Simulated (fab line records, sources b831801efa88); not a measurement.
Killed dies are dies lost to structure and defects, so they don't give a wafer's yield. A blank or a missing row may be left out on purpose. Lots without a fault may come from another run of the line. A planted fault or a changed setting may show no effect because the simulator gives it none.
A struck lot beside a sound one | flow sky130 | 14 steps out of a route of 708
Sound: wafers L934.1, L934.2, L934.4. Struck: wafers L932.4, L932.5, L932.6. The cause comes at the end.
At each step with rows: each side's tool, then ch and its chambers, then its first start. Under that, the readings that differ: sound wafers | struck wafers | difference of the means | sigmas: that difference in standard deviations of wafers without a fault.
alike: readings whose means differ by less than 2 such deviations, and words and numbers that are the same on both sides. not compared: withheld readings, readings that some wafer has no value for, bounds like >300 that may hide the same value, and numbers for which the record gives no deviation and whose values overlap.
The two part at a step that has a row with sigmas, a row that says differs or no value, or rows on one side only. Numbers that don't overlap but have no deviation are shown without sigmas and don't part them. A reading that every wafer of one side lacks parts them only if that side has two wafers or more.

first, 2 steps without rows for these wafers: SKY_VT_ADJUST_LVTN_PEB_05; SKY_VT_ADJUST_LVTN_DEVELOP_06 (develop time 60 s).
SKY_VT_ADJUST_LVTN_OVL_MEAS_07:
  sound on overlay-01, day 11 05:25; struck on overlay-02, day 10 16:47
  alike: VT_ADJUST_LVTN_OVL
then, 1 step without rows for these wafers: SKY_VT_ADJUST_LVTN_IMPLANT_08.
SKY_VT_ADJUST_LVTN_STRIP_09: strips in O2/N2.
  sound on plasma_asher-04 ch 0,1, day 11 05:37; struck on plasma_asher-04 ch 0,1, day 10 16:59
  alike: drypump_motor_current_A, o2_flow_sccm, oes_product_au, strip_time_to_endpoint_s
  not compared: rf_hours_counter_h
SKY_VT_ADJUST_LVTN_TW_MEAS_10:
  sound on film_metro-01, day 11 05:43; struck on film_metro-03, day 10 17:05
  alike: VT_ADJUST_LVTN_TW
then, 6 steps without rows for these wafers: SKY_VT_ADJUST_LVTN_DEHYDRATE_11 (time 60 s); SKY_VT_ADJUST_LVTN_HMDS_12 (prime time 60 s); SKY_VT_ADJUST_LVTN_COAT_13 (resist thk 1140 nm); SKY_VT_ADJUST_LVTN_SOFTBAKE_14 (time 60 s); SKY_VT_ADJUST_LVTN_EXPOSE_15 (exposes mask HVN STD DERIVED, target cd 600 nm); SKY_VT_ADJUST_LVTN_PEB_16.
SKY_VT_ADJUST_LVTN_DEVELOP_17: develop time 60 s.
  sound on litho_track-04 ch 0, day 12 05:11; struck on litho_track-01, day 11 16:07
  no value came back on the struck wafers for chill_plate_temp_C (C), develop_time_s (s); on the sound wafers chill_plate_temp_C (C) reads 23.00 22.99 23.05
SKY_VT_ADJUST_LVTN_OVL_MEAS_18:
  sound on overlay-01, day 12 05:20; struck on overlay-02, day 11 16:13
  reading                    | sound       | struck | difference                    | sigmas
  VT_ADJUST_LVTN_01_OVL (nm) | 2.7 2.4 4.1 | - - -  | no value on the struck wafers |

WHERE THEY PART
First at SKY_VT_ADJUST_LVTN_DEVELOP_17; last, within this record, at SKY_VT_ADJUST_LVTN_OVL_MEAS_18.

WHY: what the simulator had put in
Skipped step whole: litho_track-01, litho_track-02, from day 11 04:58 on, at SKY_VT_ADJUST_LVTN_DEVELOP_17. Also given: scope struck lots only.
